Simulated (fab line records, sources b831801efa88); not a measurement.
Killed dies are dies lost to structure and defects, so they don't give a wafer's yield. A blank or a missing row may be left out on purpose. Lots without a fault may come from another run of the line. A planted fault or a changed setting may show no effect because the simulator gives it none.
Which tool did it? | flow gf180mcu | 7 lots, 21 wafers sampled, at 2 steps of a route of 602

WHAT THE GAUGES READ, wafer by wafer
GF_VT_IMPLANT_RS_MEAS_48: measures by four-point-probe.
lot  | measured     | on            | LVPWELL_RS (ohm/sq)
L614 | day 8 15:02  | film_metro-01 | 1203.3 1202.6 1195.6
L617 | day 9 14:59  | film_metro-02 | 1203.2 1204.5 1201.4
L620 | day 10 09:46 | film_metro-04 | 1192.9 1194.3 1196.5
L622 | day 10 22:41 | film_metro-02 | 1194.9 1200.0 1197.8
L625 | day 11 19:56 | film_metro-02 | 1193.3 1196.5 1196.7
L628 | day 12 20:38 | film_metro-01 | 1195.2 1194.4 1197.0
L633 | day 14 04:22 | film_metro-02 | 1232.1 1234.5 1232.7

WHICH TOOL RAN EACH LOT (tool, then ch and the chambers of the sampled wafers, then the start)
lot  | GF_LVPWELL_IMPLANT_08
L614 | implanter-04 ch 0, day 4 18:35
L617 | implanter-03 ch 0, day 5 14:44
L620 | implanter-02 ch 0, day 6 06:24
L622 | implanter-04 ch 0, day 6 16:02
L625 | implanter-03 ch 0, day 7 10:41
L628 | implanter-03 ch 0, day 8 06:56
L633 | implanter-04 ch 0, day 9 07:56
- GF_LVPWELL_IMPLANT_08

THE ANSWER, worked out from the rows above alone
Rule: what is usual is taken from the lots themselves. Put in order of their means at a reading, lots are off if they are a third of the lots or fewer, leave a main group of 4 or more, and stand apart from it by a gap of 3 or more times the standard deviation of the main group's means; of several such gaps the widest counts. A main group whose means are all the same, to the digits that the tables above print for the reading, isn't used. A lot without any number at a reading at which 4 lots or more have one is off too. The other lots that the step has rows for count as sound.
Off: L633, at GF_VT_IMPLANT_RS_MEAS_48 (LVPWELL_RS). The main group: mean 1197.8 ohm/sq, standard deviation 3.
A tool fits if, at a process step before that reading, it ran every lot that is off, and no sound lot after the first of them. The gauges at GF_VT_IMPLANT_RS_MEAS_48 are tried like those tools. Can't be told from this: 2 tools fit, implanter-04 at GF_LVPWELL_IMPLANT_08, film_metro-02 at GF_VT_IMPLANT_RS_MEAS_48.

WHAT THE SIMULATOR HAD PUT IN
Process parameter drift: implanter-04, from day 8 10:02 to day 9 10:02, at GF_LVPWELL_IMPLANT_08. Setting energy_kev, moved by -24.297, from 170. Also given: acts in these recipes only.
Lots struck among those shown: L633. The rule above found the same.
